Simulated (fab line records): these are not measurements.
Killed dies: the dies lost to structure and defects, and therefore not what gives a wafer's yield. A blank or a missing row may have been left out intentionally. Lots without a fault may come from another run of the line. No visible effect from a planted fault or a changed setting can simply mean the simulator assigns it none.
fab line records    flow sky130
record lots=6  wafers=18  last_day=50
route steps=708 shown METAL1@441 PAD_OPEN@708
lots with no fault: from the same line, run without faults
start_h: hours from the record's opening day to when the first of the lot's shown wafers began    wait_h: time in hours since the lot's previous step    " the same as in the row above    L1.1+2: several wafers, shown together as one row    - no value present, or no start provided    * or withheld: withheld    < > ~ a bound
route shown NAME@n: names a module that has steps shown in the file, with the first one's number in the route    usual: mean and standard deviation over wafers with no fault    same: alike in all rows    chamber/n: place in a boat    sites: readings site by site    _std_site: standard deviation of those values    _edge_site: mean of outer sites minus mean of inner sites    radius_mm: how far each site lies from the wafer's centre    mask NAME#n: copy n    behind: tool/chamber where the wafer was last shaped    hold: reason for holding the lot/hours on hold/outcome of the hold    device: the transistor (n, p or np) that didn't switch    end of line: tests run on the same wafers once the route is complete    a step given without rows: its recipe and nothing more    killed: dies lost to structure and defects at the first sort, not the wafer's yield    map: the dies of a wafer, with x for killed, . for not killed, _ for no die there
set.NAME: the setting the step ran with; set.NAME@STEP: the setting that earlier step ran with    model.NAME: the simulator's own value behind a step, which no gauge read
a table for each step, a row for each wafer; lots at some steps of the route
services: the hour from which a tool's chamber was out of use, counted from the record's first day as start_h (under 0 if before that day), plus the number of hours and why
## steps
# step SKY_METAL1_DEHYDRATE_07
# recipe temp_c=200  time_s=60
# step SKY_METAL1_HMDS_08
# recipe prime_time_s=60  prime_temp_c=120
# step SKY_METAL1_COAT_09
# recipe resist=BARC  temp_c=withheld  time_s=withheld  spin_rpm=3000  resist_thk_nm=60
# step SKY_METAL1_COAT_10
# recipe resist=KrF-thick  spin_rpm=3000  resist_thk_nm=450
# step SKY_METAL1_SOFTBAKE_11
# recipe temp_c=101.1  time_s=90  resist=KrF-thick
# step SKY_METAL1_EXPOSE_12
# recipe mask_id=MM1  na=0.8  source_shape=annular  sigma_inner=0.55  sigma_outer=0.85  target_cd_nm=140  dose_mj=28
# step SKY_METAL1_PEB_13
# recipe peb_temp_c=withheld  peb_time_s=withheld  resist=KrF-thick
# step SKY_METAL1_DEVELOP_14
# recipe develop_time_s=60  resist=KrF-thick  dev_temp_c=21
# step SKY_METAL1_CD_MEAS_15
# recipe target_cd_nm=140
# usual cd_nm=139.8/1.8
lot.wafer  tool       chamber  start_h  wait_h  cd_nm
L679.3     cd_sem-02  -        783.57   -       140.6
L679.4     "          -        "        "       140.0
L679.5     "          -        "        "       140.2
L688.1     cd_sem-02  -        859.47   -       138.9
L688.4     "          -        "        "       138.1
L688.6     "          -        "        "       140.2
L690.1     cd_sem-02  -        861.16   -       140.2
L690.3     "          -        "        "       141.2
L690.6     "          -        "        "       139.8
L694.1     cd_sem-02  -        884.11   -       142.2
L694.2     "          -        "        "       142.3
L694.6     "          -        "        "       141.9
L696.1     cd_sem-01  -        908.12   -       139.5
L696.2     "          -        "        "       139.6
L696.4     "          -        "        "       139.6
L700.3     cd_sem-01  -        934.91   -       142.5
L700.5     "          -        "        "       143.8
L700.6     "          -        "        "       141.2
# step SKY_METAL1_OVL_MEAS_16
# usual METAL1_OVL=6/6.2
lot.wafer  tool        chamber  start_h  wait_h  METAL1_OVL[nm]
L679.3     overlay-01  -        783.66   0.1     6
L679.4     "           -        "        "       -1
L679.5     "           -        "        "       10
L688.1     overlay-01  -        859.59   0.1     8
L688.4     "           -        "        "       5
L688.6     "           -        "        "       14
L690.1     overlay-02  -        861.28   0.1     11
L690.3     "           -        "        "       1
L690.6     "           -        "        "       11
L694.1     overlay-01  -        884.23   0.1     5
L694.2     "           -        "        "       6
L694.6     "           -        "        "       6
L696.1     overlay-02  -        908.24   0.1     14
L696.2     "           -        "        "       8
L696.4     "           -        "        "       9
L700.3     overlay-01  -        935.01   0.1     -10
L700.5     "           -        "        "       -8
L700.6     "           -        "        "       0
# step SKY_METAL1_DESCUM_17
# recipe chemistry=O2  source_power_w=150  bias_power_w=0  pressure_mtorr=10  temp_c=40  time_s=8
# usual drypump_motor_current_A=5.48/0.26  oes_product_au=0.998/0.0089
lot.wafer  tool          chamber  start_h  wait_h  drypump_motor_current_A  oes_product_au  rf_hours_counter_h
L679.3     rie_metal-01  1        783.70   0.0     5.49                     1.008           -
L679.4     "             0        "        "       5.77                     1.000           -
L679.5     "             0        "        "       5.76                     0.992           -
L688.1     rie_metal-02  0        859.63   0.0     5.71                     1.003           14
L688.4     "             1        "        "       4.99                     1.006           -
L688.6     "             0        "        "       5.71                     0.995           -
L690.1     rie_metal-01  0        861.31   0.0     5.73                     0.993           10
L690.3     "             0        "        "       5.72                     0.992           -
L690.6     "             1        "        "       5.50                     0.992           -
L694.1     rie_metal-04  0        884.26   0.0     5.26                     0.992           9
L694.2     "             1        "        "       5.62                     0.996           16
L694.6     "             1        "        "       5.60                     1.005           -
L696.1     rie_metal-04  1        908.28   0.0     5.60                     1.009           16
L696.2     "             0        "        "       5.27                     1.001           10
L696.4     "             0        "        "       5.31                     1.000           -
L700.3     rie_metal-01  1        935.05   0.0     5.49                     0.992           -
L700.5     "             1        "        "       5.48                     0.990           -
L700.6     "             1        "        "       5.48                     0.989           -
# step SKY_METAL1_ETCH_18
# recipe chemistry=N2/H2  target=BARC  ion_energy_ev=200  bias_w=100  pressure_mtorr=30  n2_flow_sccm=100  h2_flow_sccm=200  icp_w=500  stop_on=SiO2  time_s=45.9  target_depth_a=600
# usual bias_w=99.99/0.29  chamber_pressure_mTorr=30.000/0.028  drypump_motor_current_A=5.50/0.27  oes_product_au=0.854/0.0051  throttle_valve_pct=13.225/0.0091
lot.wafer  tool          chamber  start_h  wait_h  bias_w  chamber_pressure_mTorr  drypump_motor_current_A  oes_product_au  rf_hours_counter_h  throttle_valve_pct
L679.3     rie_metal-01  1        783.74   0.0     99.93   30.063                  5.48                     0.856           -                   13.232
L679.4     "             0        "        "       100.50  30.030                  5.73                     0.854           -                   13.225
L679.5     "             0        "        "       100.29  29.973                  5.77                     0.854           -                   13.232
L688.1     rie_metal-02  0        859.66   0.0     100.10  30.050                  5.75                     0.859           14                  13.224
L688.4     "             1        "        "       99.91   29.994                  4.97                     0.849           -                   13.207
L688.6     "             0        "        "       99.97   30.011                  5.72                     0.856           -                   13.225
L690.1     rie_metal-01  0        861.35   0.0     99.88   30.045                  5.75                     0.856           10                  13.220
L690.3     "             0        "        "       99.97   30.001                  5.78                     0.855           -                   13.243
L690.6     "             1        "        "       99.79   29.988                  5.48                     0.846           -                   13.235
L694.1     rie_metal-04  0        884.30   0.0     100.03  29.949                  5.29                     0.849           9                   13.234
L694.2     "             1        "        "       99.82   30.027                  5.58                     0.854           16                  13.213
L694.6     "             1        "        "       100.38  29.976                  5.62                     0.865           -                   13.238
L696.1     rie_metal-04  1        908.31   0.0     99.79   30.019                  5.59                     0.851           16                  13.219
L696.2     "             0        "        "       100.11  29.979                  5.30                     0.846           10                  13.236
L696.4     "             0        "        "       99.86   29.934                  5.28                     0.848           -                   13.209
L700.3     rie_metal-01  1        935.13   0.1     99.83   30.009                  5.49                     0.853           -                   13.230
L700.5     "             1        "        "       100.20  30.014                  5.47                     0.860           -                   13.243
L700.6     "             1        "        "       99.56   29.990                  5.49                     0.851           -                   13.222
# step SKY_METAL1_METAL_ETCH_19
# recipe target_depth_a=3600  stop_on=SiO2  over_etch_frac=0.3  time_s=78  chemistry=Cl2/BCl3  resist_sidewall_deg=88  pressure_mtorr=10  icp_w=900  bias_w=48.5  Cl2_flow_sccm=60  bcl3_flow_sccm=30
# usual bcl3_flow_sccm=30.00/0.091  bias_w=48.50/0.14  drypump_motor_current_A=5.49/0.27  oes_product_au=0.856/0.0059  throttle_valve_pct=22.265/0.0094
lot.wafer  tool          chamber  start_h  wait_h  bcl3_flow_sccm  bias_w  drypump_motor_current_A  oes_product_au  rf_hours_counter_h  throttle_valve_pct  model.KrF-thick_of_METAL1_COAT_10.thk_nm  model.SiO2_of_CONTACT_HDPCVD_02.thk_nm
L679.3     rie_metal-01  1        783.81   0.1     30.24           48.34   5.49                     0.851           -                   22.265              157.6                                     332.2
L679.4     "             0        "        "       29.97           48.37   5.77                     0.862           -                   22.276              160.1                                     331.3
L679.5     "             0        "        "       30.02           48.47   5.77                     0.858           -                   22.260              162.1                                     330.8
L688.1     rie_metal-02  0        859.72   0.0     -               -       -                        -               -                   -                   391.3                                     341.4
L688.4     "             1        "        "       -               -       -                        -               -                   -                   390.1                                     340.7
L688.6     "             0        "        "       -               -       -                        -               -                   -                   391.4                                     340.6
L690.1     rie_metal-01  0        861.41   0.0     -               -       -                        -               -                   -                   392.6                                     340.6
L690.3     "             0        "        "       -               -       -                        -               -                   -                   393.5                                     340.1
L690.6     "             1        "        "       -               -       -                        -               -                   -                   392.9                                     341.3
L694.1     rie_metal-04  0        884.36   0.0     30.11           48.26   5.26                     0.855           9                   22.263              158.5                                     330.1
L694.2     "             1        "        "       29.91           48.47   5.60                     0.855           16                  22.250              159.3                                     332
L694.6     "             1        "        "       29.88           48.51   5.59                     0.854           -                   22.260              157.7                                     330.3
L696.1     rie_metal-04  1        908.37   0.0     30.17           48.50   5.62                     0.849           16                  22.262              156.6                                     331.4
L696.2     "             0        "        "       29.98           48.56   5.27                     0.854           10                  22.266              155.9                                     330.6
L696.4     "             0        "        "       29.98           48.62   5.28                     0.855           -                   22.250              156.6                                     331.2
L700.3     rie_metal-01  1        935.28   0.1     30.11           48.46   5.49                     0.855           -                   22.273              160.1                                     331
L700.5     "             1        "        "       29.97           48.59   5.48                     0.856           -                   22.258              160.4                                     328.5
L700.6     "             1        "        "       30.00           48.38   5.48                     0.857           -                   22.284              160.8                                     330
# step SKY_METAL1_STRIP_20
# recipe chemistry=O2/N2  power_w=1400  pressure_mtorr=1500  platen_temp_c=withheld  o2_flow_sccm=3000  n2_flow_sccm=300  overash_fraction=0.5
# usual drypump_motor_current_A=6.0/0.37  oes_product_au=0.343/0.0046  strip_time_to_endpoint_s=2.70/0.034
lot.wafer  tool             chamber  start_h  wait_h  drypump_motor_current_A  oes_product_au  rf_hours_counter_h  strip_time_to_endpoint_s
L679.3     plasma_asher-03  0        783.90   0.1     6.5                      0.344           -                   2.67
L679.4     "                1        "        "       6.1                      0.345           -                   2.71
L679.5     "                1        "        "       6.1                      0.347           -                   2.73
L688.1     plasma_asher-01  1        859.81   0.1     6.2                      0.442           72                  5.17
L688.4     "                0        "        "       5.5                      0.454           -                   5.17
L688.6     "                0        "        "       5.5                      0.445           -                   5.18
L690.1     plasma_asher-01  1        861.50   0.1     6.2                      0.456           72                  5.19
L690.3     "                1        "        "       6.2                      0.449           -                   5.19
L690.6     "                0        "        "       5.5                      0.446           -                   5.21
L694.1     plasma_asher-01  0        884.45   0.1     5.5                      0.346           74                  2.70
L694.2     "                1        "        "       6.2                      0.341           74                  2.70
L694.6     "                0        "        "       5.5                      0.342           -                   2.68
L696.1     plasma_asher-03  0        908.46   0.1     6.4                      0.335           109                 2.68
L696.2     "                1        "        "       6.0                      0.339           109                 2.66
L696.4     "                1        "        "       6.0                      0.345           -                   2.67
L700.3     plasma_asher-01  0        935.43   0.1     5.5                      0.349           -                   2.71
L700.5     "                0        "        "       5.5                      0.338           -                   2.71
L700.6     "                1        "        "       6.2                      0.348           -                   2.73
# step SKY_METAL1_STRIP_21
# recipe chemistry=post_etch_residue_remover  time_s=1200  temp_c=72.5
# step SKY_PAD_OPEN_PROBE_99
# usual defect_limited_yield=82.2/1.9  killed_at_M0_to_M3=44/6.8  killed_at_M4_up=3.1/1.8  killed_at_contacts=25/5.2  killed_at_front_end=15/4.1  killed_at_other=0.3/0.62  killed_dies=88/9.4  killed_on_rim=17/3.7  killed_open=48/7.1  killed_short=40/6.1  sort_bin_3_pad_short=0.9/0.38  sort_bin_5_function=10.5/1.5  sort_bin_6_memory=6.5/1.2  sort_bin_8_speed=0.5/0.95  sort_n_pass=402/10  sort_yield_pct=81.6/2
# same gross_dies=492  killed_at_back_side=0  sort_bin_4_leakage[%]=0
lot.wafer  tool       chamber  start_h  wait_h  defect_limited_yield[%]  killed_at_M0_to_M3  killed_at_M4_up  killed_at_contacts  killed_at_front_end  killed_at_other  killed_dies  killed_on_rim  killed_open  killed_short  sort_bin_3_pad_short[%]  sort_bin_5_function[%]  sort_bin_6_memory[%]  sort_bin_8_speed[%]  sort_n_pass  sort_yield_pct[%]
L679.3     prober-01  -        1090.48  0.2     82.7                     39                  2                26                  18                   0                85           23             39           44            0.6                      10.2                    6.5                   0.2                  406          82.5
L679.4     prober-01  -        1090.53  0.2     81.1                     42                  3                29                  19                   0                93           18             53           40            1.4                      10.4                    7.1                   0.2                  398          80.9
L679.5     prober-01  -        1090.58  0.2     85.4                     43                  1                14                  13                   1                72           12             34           38            0.4                      8.3                     5.9                   0                    420          85.4
L688.1     prober-02  -        1146.60  0.1     0                        457                 2                19                  14                   0                492          96             37           31            0.8                      92.5                    6.7                   0                    0            0
L688.4     prober-02  -        1146.75  0.2     0                        452                 2                22                  16                   0                492          96             45           40            0.4                      93.3                    6.3                   0                    0            0
L688.6     prober-02  -        1146.85  0.2     0                        450                 3                26                  13                   0                492          96             48           44            1.0                      93.1                    5.9                   0                    0            0
L690.1     prober-01  -        1151.63  0.1     0                        462                 3                16                  11                   0                492          96             39           32            0.4                      93.1                    6.5                   0                    0            0
L690.3     prober-01  -        1151.73  0.2     0                        444                 3                29                  16                   0                492          96             52           45            0.8                      92.3                    6.9                   0                    0            0
L690.6     prober-01  -        1151.88  0.2     0                        441                 0                28                  23                   0                492          96             55           46            1.2                      92.5                    6.3                   0                    0            0
L700.3     prober-01  -        1198.74  0.2     83.1                     45                  2                22                  14                   0                83           14             44           39            1.0                      10.6                    5.3                   0                    409          83.1
L700.5     prober-01  -        1198.84  0.2     83.7                     37                  2                28                  13                   0                80           17             38           41            0.6                      8.7                     6.9                   0.4                  410          83.3
L700.6     prober-01  -        1198.89  0.2     81.7                     37                  3                32                  18                   0                90           14             39           50            1.8                      10.2                    6.3                   0.2                  401          81.5
# killed by level:class
L679.3 METAL1:geometric_particle:short=11 LI_CONTACT:geometric_particle:open=8 CONTACT:geometric_particle:open=8 VIA1:geometric_particle:open=8 VIA1:geometric_particle:short=5 VIA3:geometric_particle:open=5 FIELD_ISO:geometric_particle:short=4 POLY_GATE:geometric_particle:short=4
L679.4 CONTACT:geometric_particle:short=11 VIA1:geometric_particle:open=10 POLY_GATE:geometric_particle:open=8 LI_CONTACT:geometric_particle:open=8 CONTACT:geometric_particle:open=7 METAL1:geometric_particle:short=7 VIA3:geometric_particle:open=7 VIA2:geometric_particle:open=6
L679.5 METAL1:geometric_particle:short=9 VIA1:geometric_particle:open=6 METAL2:geometric_particle:short=6 VIA2:geometric_particle:open=6 POLY_GATE:geometric_particle:short=5 CONTACT:geometric_particle:open=5 VIA3:geometric_particle:open=5 VIA2:geometric_particle:short=5
L688.1 METAL1:area_etch=424 VIA3:geometric_particle:open=7 FIELD_ISO:geometric_particle:open=6 CONTACT:geometric_particle:open=6 METAL2:geometric_particle:short=6 LI_CONTACT:geometric_particle:open=5 VIA2:geometric_particle:open=5 METAL1:geometric_particle:short=4
L688.4 METAL1:area_etch=407 VIA1:geometric_particle:open=14 METAL1:geometric_particle:short=6 CONTACT:geometric_particle:open=6 VIA1:geometric_particle:short=6 LI_CONTACT:geometric_particle:open=5 LOCAL_INTERCONNECT:geometric_particle:short=5 VIA3:geometric_particle:open=5
L688.6 METAL1:area_etch=400 VIA1:geometric_particle:open=15 CONTACT:geometric_particle:open=10 METAL2:geometric_particle:short=7 VIA3:geometric_particle:open=7 CONTACT:geometric_particle:short=6 VIA1:geometric_particle:short=5 METAL3:geometric_particle:short=5
L690.1 METAL1:area_etch=421 CONTACT:geometric_particle:open=7 VIA2:geometric_particle:open=7 VIA1:geometric_particle:open=6 METAL3:geometric_particle:short=6 VIA3:geometric_particle:open=5 VIA3:geometric_particle:short=4 FIELD_ISO:geometric_particle:short=3
L690.3 METAL1:area_etch=395 VIA1:geometric_particle:open=12 CONTACT:geometric_particle:open=8 LI_CONTACT:geometric_particle:open=7 VIA2:geometric_particle:open=7 FIELD_ISO:geometric_particle:open=6 CONTACT:geometric_particle:short=6 VIA3:geometric_particle:open=6
L690.6 METAL1:area_etch=391 VIA1:geometric_particle:open=13 LI_CONTACT:geometric_particle:open=12 FIELD_ISO:geometric_particle:short=8 CONTACT:geometric_particle:open=7 METAL3:geometric_particle:short=7 FIELD_ISO:geometric_particle:open=6 VIA1:geometric_particle:short=6
L700.3 CONTACT:geometric_particle:open=7 METAL2:geometric_particle:short=7 FIELD_ISO:geometric_particle:open=6 LI_CONTACT:geometric_particle:open=6 METAL1:geometric_particle:short=6 VIA1:geometric_particle:open=6 VIA3:geometric_particle:open=6 VIA2:geometric_particle:open=6
L700.5 CONTACT:geometric_particle:open=9 METAL1:geometric_particle:short=8 LI_CONTACT:geometric_particle:open=7 CONTACT:geometric_particle:short=6 VIA1:geometric_particle:open=6 VIA2:geometric_particle:open=6 VIA3:geometric_particle:open=5 VIA1:geometric_particle:short=5
L700.6 LOCAL_INTERCONNECT:geometric_particle:short=8 CONTACT:geometric_particle:short=8 METAL2:geometric_particle:short=7 CONTACT:geometric_particle:open=7 VIA2:geometric_particle:open=7 FIELD_ISO:geometric_particle:open=5 VIA1:geometric_particle:open=5 VIA3:geometric_particle:open=5
# map L688.1 (x killed, . not)
__________xxxxxxxxxx_________
________xxxxxxxxxxxxxx_______
______xxxxxxxxxxxxxxxxxx_____
_____xxxxxxxxxxxxxxxxxxxx____
____xxxxxxxxxxxxxxxxxxxxxx___
___xxxxxxxxxxxxxxxxxxxxxxxx__
__xxxxxxxxxxxxxxxxxxxxxxxxxx_
_xxxxxxxxxxxxxxxxxxxxxxxxxxxx
_xxxxxxxxxxxxxxxxxxxxxxxxxxxx
_xxxxxxxxxxxxxxxxxxxxxxxxxxxx
_xxxxxxxxxxxxxxxxxxxxxxxxxxxx
_xxxxxxxxxxxxxxxxxxxxxxxxxxxx
_xxxxxxxxxxxxxxxxxxxxxxxxxxxx
_xxxxxxxxxxxxxxxxxxxxxxxxxxxx
_xxxxxxxxxxxxxxxxxxxxxxxxxxxx
__xxxxxxxxxxxxxxxxxxxxxxxxxx_
___xxxxxxxxxxxxxxxxxxxxxxxx__
____xxxxxxxxxxxxxxxxxxxxxx___
_____xxxxxxxxxxxxxxxxxxxx____
______xxxxxxxxxxxxxxxxxx_____
________xxxxxxxxxxxxxx_______
__________xxxxxxxxxx_________
# map L690.1 (x killed, . not)
__________xxxxxxxxxx_________
________xxxxxxxxxxxxxx_______
______xxxxxxxxxxxxxxxxxx_____
_____xxxxxxxxxxxxxxxxxxxx____
____xxxxxxxxxxxxxxxxxxxxxx___
___xxxxxxxxxxxxxxxxxxxxxxxx__
__xxxxxxxxxxxxxxxxxxxxxxxxxx_
_xxxxxxxxxxxxxxxxxxxxxxxxxxxx
_xxxxxxxxxxxxxxxxxxxxxxxxxxxx
_xxxxxxxxxxxxxxxxxxxxxxxxxxxx
_xxxxxxxxxxxxxxxxxxxxxxxxxxxx
_xxxxxxxxxxxxxxxxxxxxxxxxxxxx
_xxxxxxxxxxxxxxxxxxxxxxxxxxxx
_xxxxxxxxxxxxxxxxxxxxxxxxxxxx
_xxxxxxxxxxxxxxxxxxxxxxxxxxxx
__xxxxxxxxxxxxxxxxxxxxxxxxxx_
___xxxxxxxxxxxxxxxxxxxxxxxx__
____xxxxxxxxxxxxxxxxxxxxxx___
_____xxxxxxxxxxxxxxxxxxxx____
______xxxxxxxxxxxxxxxxxx_____
________xxxxxxxxxxxxxx_______
__________xxxxxxxxxx_________
## services
tool             chamber  start_h  hours  kind
plasma_asher-03  -        759.75   3.0    repair
plasma_asher-03  -        786.92   8.3    repair
rie_metal-01     1        795.43   -      clean
rie_metal-01     1        795.43   17.9   scheduled_down
rie_metal-01     1        795.43   17.9   vent_cycle
rie_metal-02     1        822.60   -      clean
rie_metal-02     1        822.60   20.7   scheduled_down
rie_metal-02     1        822.60   20.7   vent_cycle
rie_metal-02     -        833.35   2.8    pm
rie_metal-01     -        833.67   0.2    repair
rie_metal-01     -        838.06   1.0    repair
rie_metal-02     -        842.60   10.0   pm
plasma_asher-01  -        843.51   2.8    pm
plasma_asher-01  -        846.91   6.3    repair
rie_metal-01     -        857.63   1.4    pm
rie_metal-04     -        887.92   1.4    pm
rie_metal-04     -        892.66   4.3    pm
rie_metal-04     -        903.46   2.8    pm
rie_metal-02     0        923.77   -      clean
rie_metal-02     0        923.77   18.5   scheduled_down
rie_metal-02     0        923.77   18.5   vent_cycle
rie_metal-01     0        930.71   13.0   repair
## key
first_sign step=SKY_METAL1_METAL_ETCH_19  reading=tool_record  direction=missing
effect step=SKY_METAL1_STRIP_20  reading=strip_time_to_endpoint_s  direction=up  sigmas=74  usual=*  struck=*
effect step=SKY_PAD_OPEN_PROBE_99  reading=killed_at_M0_to_M3  direction=up  sigmas=60  usual=44  struck=451
model_effect step=SKY_METAL1_METAL_ETCH_19  value=KrF-thick_of_METAL1_COAT_10.thk_nm  without=159.5  struck=392
more_kills_born_at SKY_METAL1_METAL_ETCH_19@rie_metal-02=1231  SKY_METAL1_METAL_ETCH_19@rie_metal-01=1207
met_at SKY_METAL1_METAL_ETCH_19
struck_wafers L688.1,L688.4,L688.6,L690.1,L690.3,L690.6
later_rows_left_out L688.1,L688.4,L688.6,L690.1,L690.3,L690.6
onset_between 783.81 859.72
fault kind=skipped_step_whole  tool=rie_metal-01,rie_metal-02  chamber=-  onset_h=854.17  steps=SKY_METAL1_METAL_ETCH_19  scope=struck_lots_only
# later_rows_left_out: the simulator's readings of these wafers behind a module that went badly wrong aren't trusted and aren't shown, but for the sort
